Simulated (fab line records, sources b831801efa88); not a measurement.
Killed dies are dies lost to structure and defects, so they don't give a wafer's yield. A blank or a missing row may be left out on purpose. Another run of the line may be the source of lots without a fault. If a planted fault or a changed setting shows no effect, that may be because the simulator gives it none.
2 desks looking at one fault / flow sky130 / only its own numbers are on each desk; what lay behind them is given at the end

## AT THE TOOL OWNER'S DESK: pvd-sputter-02
The tool's own readings at SKY_METAL3_SPUTTER_00 (material Ti, target thk 15 nm, time 10 s): means of the sampled wafers that have a number, for each lot that ran on this tool. If a lot's mean is further than 4 standard deviations from the usual mean, the lot is out of limits and carries the mark OUT (the distance appears in the brackets).
Columns: A = cathode-dc-power-W at SKY_METAL3_SPUTTER_00, usual 3000.0 W; B = throttle-valve-pct at SKY_METAL3_SPUTTER_00, usual 30.2 %
lot=L922; first seen here=day 38 05:10; A=2999.7; B=30.9
lot=L932; first seen here=day 40 08:28; A=3000.6; B=30.3
lot=L942; first seen here=day 42 16:20; A=3000.0; B=30.2
lot=L943; first seen here=day 42 16:56; A=3000.2; B=30.3
This desk's finding: nothing out of limits on any of the 4 lots.

## THE METROLOGY DESK
What the gauges read, lot by lot, whatever tool the lot ran on: means of the sampled wafers that have a number. If a lot's mean is further than 4 standard deviations from the usual mean, the lot is out of limits and carries the mark OUT (the distance appears in the brackets).
Columns: A = VIA2_OVL at SKY_VIA2_OVL_MEAS_13, usual -4 nm; B = VIA2_W_RS at SKY_VIA2_RS_MEAS_22, usual 0.274 ohm/sq; C = VIA2_W_THK at SKY_VIA2_THK_MEAS_23, usual 427 nm
lot=L922; first seen here=day 38 03:43; A=-2; B=0.273; C=427
lot=L928; first seen here=day 38 05:09; A=-2; B=0.273; C=428
lot=L932; first seen here=day 40 06:28; A=1; B=0.277; C=423
lot=L942; first seen here=day 42 14:50; A=-5; B=0.277; C=422
lot=L943; first seen here=day 42 15:08; A=-7; B=0.271; C=429
lot=L944; first seen here=day 42 16:57; A=-10; B=0.277; C=421
This desk's finding: nothing out of limits on any of the 6 lots.

## BROUGHT TOGETHER
Nothing out of limits was seen by the tool owner's desk.
At the metrology desk, nothing out of limits was observed.

## WHAT HAD BEEN PUT IN BY THE SIMULATOR
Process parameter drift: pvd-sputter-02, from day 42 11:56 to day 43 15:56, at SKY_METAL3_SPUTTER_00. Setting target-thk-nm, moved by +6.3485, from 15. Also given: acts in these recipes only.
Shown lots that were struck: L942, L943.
